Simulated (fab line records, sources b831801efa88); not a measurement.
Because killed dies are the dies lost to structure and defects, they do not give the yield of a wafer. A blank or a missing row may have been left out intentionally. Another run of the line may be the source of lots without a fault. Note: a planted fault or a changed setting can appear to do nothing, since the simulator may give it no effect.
Which tool is to blame? | flow gf180mcu | Sampling: 11 lots, 31 wafers, 5 of 602 route steps

WHAT THE GAUGES SHOWED, per wafer
GF_STI_THK_MEAS_04. Usual: STI_CVD_03_THK gives 209.1 nm (standard deviation 2.1).
lot  | measured    | on            | STI_CVD_03_THK (nm) | flag
L714 | day 1 13:55 | film-metro-03 | 206.6 206.7 208.2   |
L715 | day 1 18:35 | film-metro-02 | 208.5 209.4 207.6   |
L716 | day 1 23:34 | film-metro-04 | 208.9 208.4 207.8   |
L717 | day 2 04:47 | film-metro-04 | 208.7 208.8 210.1   |
L724 | day 3 15:35 | film-metro-02 | 209.1 209.5         |
L725 | day 3 21:04 | film-metro-04 | 207.7 207.2         |
L728 | day 4 11:43 | film-metro-02 | 209.9 210.2 209.4   |
L729 | day 4 19:50 | film-metro-02 | 209.5 209.7 208.2   |
L732 | day 5 07:35 | film-metro-02 | 208.6 207.8 210.5   |
L735 | day 5 23:12 | film-metro-02 | 213.3 210.2 211.7   |
L736 | day 6 03:40 | film-metro-02 | 208.8 209.5 208.0   |

GF_MVSD_OVL_MEAS_07. Usual: MVSD_OVL gives -0.2 nm (standard deviation 1.5).
lot  | measured    | on         | MVSD_OVL (nm)  | flag
L714 | day 4 09:23 | overlay-02 | 0.8 -1.0 1.3   |
L715 | day 4 15:34 | overlay-02 | 1.2 1.7 1.1    |
L716 | day 4 21:04 | overlay-01 | -1.5 -1.1 0.0  |
L717 | day 5 06:58 | overlay-01 | -0.9 0.5 0.5   |
L724 | day 6 21:14 | overlay-01 | -0.2 -0.7      |
L725 | day 7 07:29 | overlay-02 | -0.8           |
L728 | day 7 19:38 | overlay-02 | -2.3 0.6 -1.8  |
L729 | day 8 04:17 | overlay-02 | -0.2 -1.4 -1.4 |
L732 | day 8 18:31 | overlay-01 | -1.0 -0.8 -1.9 |
L735 | day 9 17:19 | overlay-02 | 1.5 -0.8 0.6   |
L736 | day 9 18:48 | overlay-01 | -2.1 -1.9 -3.4 |

TOOL THAT RAN EACH LOT (tool first, then ch and the chambers of the sampled wafers, then the start)
lot  | GF_STI_ETCH_13                    | GF_STI_ETCH_14                  | GF_STI_STRIP_15
L714 | rie-diel-01 ch 0,2,3, day 2 01:12 | rie-si-01 ch 2,3, day 2 01:17   | plasma-asher-02 ch 0,1, day 2 01:23
L715 | rie-diel-01 ch 0,3, day 2 05:47   | rie-si-02 ch 2,3, day 2 05:52   | plasma-asher-01 ch 0,1, day 2 05:58
L716 | rie-diel-04 ch 1,3, day 2 11:11   | rie-si-02 ch 1,2,3, day 2 11:16 | plasma-asher-02 ch 0,1, day 2 11:20
L717 | rie-diel-01 ch 2,3, day 2 16:44   | rie-si-02 ch 2,3, day 2 16:51   | plasma-asher-02 ch 0,1, day 2 16:56
L724 | rie-diel-04 ch 0,2, day 4 04:53   | rie-si-02 ch 0,1, day 4 04:58   | plasma-asher-02 ch 0,1, day 4 05:04
L725 | rie-diel-04 ch 2,3, day 4 10:38   | rie-si-02 ch 1,2, day 4 10:43   | plasma-asher-03 ch 0,1, day 4 10:49
L728 | rie-diel-01 ch 0,1,3, day 5 01:35 | rie-si-01 ch 0,1,3, day 5 01:40 | plasma-asher-02 ch 0,1, day 5 01:44
L729 | rie-diel-02 ch 0,1,2, day 5 09:11 | rie-si-01 ch 1,3, day 5 09:16   | plasma-asher-01 ch 0,1, day 5 09:20
L732 | rie-diel-01 ch 1,3, day 5 22:26   | rie-si-02 ch 0,2,3, day 5 22:31 | plasma-asher-01 ch 0,1, day 5 22:37
L735 | rie-diel-01 ch 0,2,3, day 6 14:12 | rie-si-02 ch 0,2,3, day 6 14:17 | plasma-asher-03 ch 0,1, day 6 14:21
L736 | rie-diel-01 ch 0,1, day 6 18:38   | rie-si-02 ch 0,1,3, day 6 18:43 | plasma-asher-03 ch 0,1, day 6 18:49
- GF_STI_ETCH_13: etches the open film in CHF3/O2, stops on Si, target depth 282.31 nm, time 112.9 s.
- GF_STI_ETCH_14: etches Si in HBr/Cl2/O2, target depth 360 nm, time 102.9 s.
- GF_STI_STRIP_15: strips in O2/N2.

WHAT THE TOOLS THEMSELVES READ (means of the sampled wafers that have a number; where no wafer has one, the mark that the record gives instead)
GF_STI_ETCH_13. Usual: O2_flow_sccm 5.001 sccm, standard deviation 0.016; drypump-motor-current-A 5.7 A, standard deviation 0.47; oes-product-au 0.836 a.u., standard deviation 0.0059; throttle-valve-pct 8.813 %, standard deviation 0.0089.
lot  | tool        | O2_flow_sccm (sccm) | drypump-motor-current-A (A) | oes-product-au (a.u.) | throttle-valve-pct (%) | flag
L714 | rie-diel-01 | 5.006               | 5.8                         | 0.831                 | 8.807                  |
L715 | rie-diel-01 | 4.989               | 5.6                         | 0.836                 | 8.817                  |
L716 | rie-diel-04 | 5.011               | 5.6                         | 0.840                 | 8.806                  |
L717 | rie-diel-01 | 4.990               | 5.5                         | 0.838                 | 8.819                  |
L724 | rie-diel-04 | 5.013               | 5.8                         | 0.831                 | 8.816                  |
L725 | rie-diel-04 | 4.997               | 5.5                         | 0.835                 | 8.803                  |
L728 | rie-diel-01 | 4.996               | 5.7                         | 0.839                 | 8.808                  |
L729 | rie-diel-02 | 5.000               | 5.8                         | 0.837                 | 8.814                  |
L732 | rie-diel-01 | 5.003               | 5.4                         | 0.839                 | 8.810                  |
L735 | rie-diel-01 | 5.001               | 5.8                         | 0.841                 | 8.807                  |
L736 | rie-diel-01 | 4.992               | 6.2                         | 0.834                 | 8.819                  |

GF_STI_ETCH_14. Usual: O2_flow_sccm 6.000 sccm, standard deviation 0.021; drypump-motor-current-A 5.4 A, standard deviation 0.46; oes-product-au 0.994 a.u., standard deviation 0.011; throttle-valve-pct 25.662 %, standard deviation 0.012.
lot  | tool      | O2_flow_sccm (sccm) | drypump-motor-current-A (A) | oes-product-au (a.u.) | throttle-valve-pct (%) | flag
L714 | rie-si-01 | 5.999               | 5.3                         | 0.994                 | 25.674                 |
L715 | rie-si-02 | 6.011               | 5.7                         | 0.992                 | 25.657                 |
L716 | rie-si-02 | 5.978               | 5.5                         | 0.995                 | 25.663                 |
L717 | rie-si-02 | 6.016               | 5.3                         | 0.985                 | 25.665                 |
L724 | rie-si-02 | 6.030               | 5.5                         | 0.949                 | 25.691                 | OFF
L725 | rie-si-02 | 6.006               | 5.1                         | 0.859                 | 25.750                 | OFF
L728 | rie-si-01 | 6.000               | 5.6                         | 1.008                 | 25.654                 |
L729 | rie-si-01 | 5.994               | 5.6                         | 0.997                 | 25.651                 |
L732 | rie-si-02 | 6.005               | 5.5                         | 0.998                 | 25.659                 |
L735 | rie-si-02 | 5.992               | 5.5                         | 0.998                 | 25.665                 |
L736 | rie-si-02 | 5.987               | 5.7                         | 0.986                 | 25.676                 |

GF_STI_STRIP_15. Usual: drypump-motor-current-A 5.8 A, standard deviation 0.55; heater-power-w 353 W, standard deviation 38; oes-product-au 0.385 a.u., standard deviation 0.0048; strip-time-to-endpoint-s 3.77 s, standard deviation 0.059.
lot  | tool            | drypump-motor-current-A (A) | heater-power-w (W) | oes-product-au (a.u.) | strip-time-to-endpoint-s (s) | flag
L714 | plasma-asher-02 | 5.7                         | 340                | 0.386                 | 3.77                         |
L715 | plasma-asher-01 | 5.5                         | 392                | 0.384                 | 3.78                         |
L716 | plasma-asher-02 | 6.2                         | 340                | 0.386                 | 3.76                         |
L717 | plasma-asher-02 | 6.2                         | 339                | 0.381                 | 3.78                         |
L724 | plasma-asher-02 | 6.0                         | 341                | 0.397                 | 4.12                         | OFF
L725 | plasma-asher-03 | 6.1                         | 344                | 0.397                 | 4.09                         | OFF
L728 | plasma-asher-02 | 5.7                         | 355                | 0.383                 | 3.79                         |
L729 | plasma-asher-01 | 5.5                         | 350                | 0.384                 | 3.73                         |
L732 | plasma-asher-01 | 5.6                         | 387                | 0.384                 | 3.73                         |
L735 | plasma-asher-03 | 6.0                         | 346                | 0.393                 | 3.76                         |
L736 | plasma-asher-03 | 5.9                         | 347                | 0.391                 | 3.83                         |

THE ANSWER, worked out from the rows above alone
Rule: a lot counts as off when the mean over its wafers that have a number is more than 3 standard deviations away from the usual mean. Also off: a lot with no number at a reading for which 4 or more lots have one. Any other lot the step has rows for is counted as sound. Order of review: gauges by route order, followed by the tools' own readings, for which a lot's mean as printed above is used. At the first step where some lot is off, the reading lying furthest off is the one used; lots without a number count as furthest.
Off at GF_STI_ETCH_14 (oes-product-au): L724, L725.
If a tool, at that step or one of the process steps before it, ran each lot that is off and ran no sound lot following the first of them, it fits. One candidate fits, namely rie-diel-04 at GF_STI_ETCH_13. A fault onset in the window from L716 (day 2 11:11, its last sound lot) to L724 (day 4 04:53, its first lot off) fits.

WHAT THE SIMULATOR HAD PUT IN
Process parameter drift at GF_STI_ETCH_13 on rie-diel-04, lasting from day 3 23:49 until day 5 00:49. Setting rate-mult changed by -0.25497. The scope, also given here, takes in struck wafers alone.
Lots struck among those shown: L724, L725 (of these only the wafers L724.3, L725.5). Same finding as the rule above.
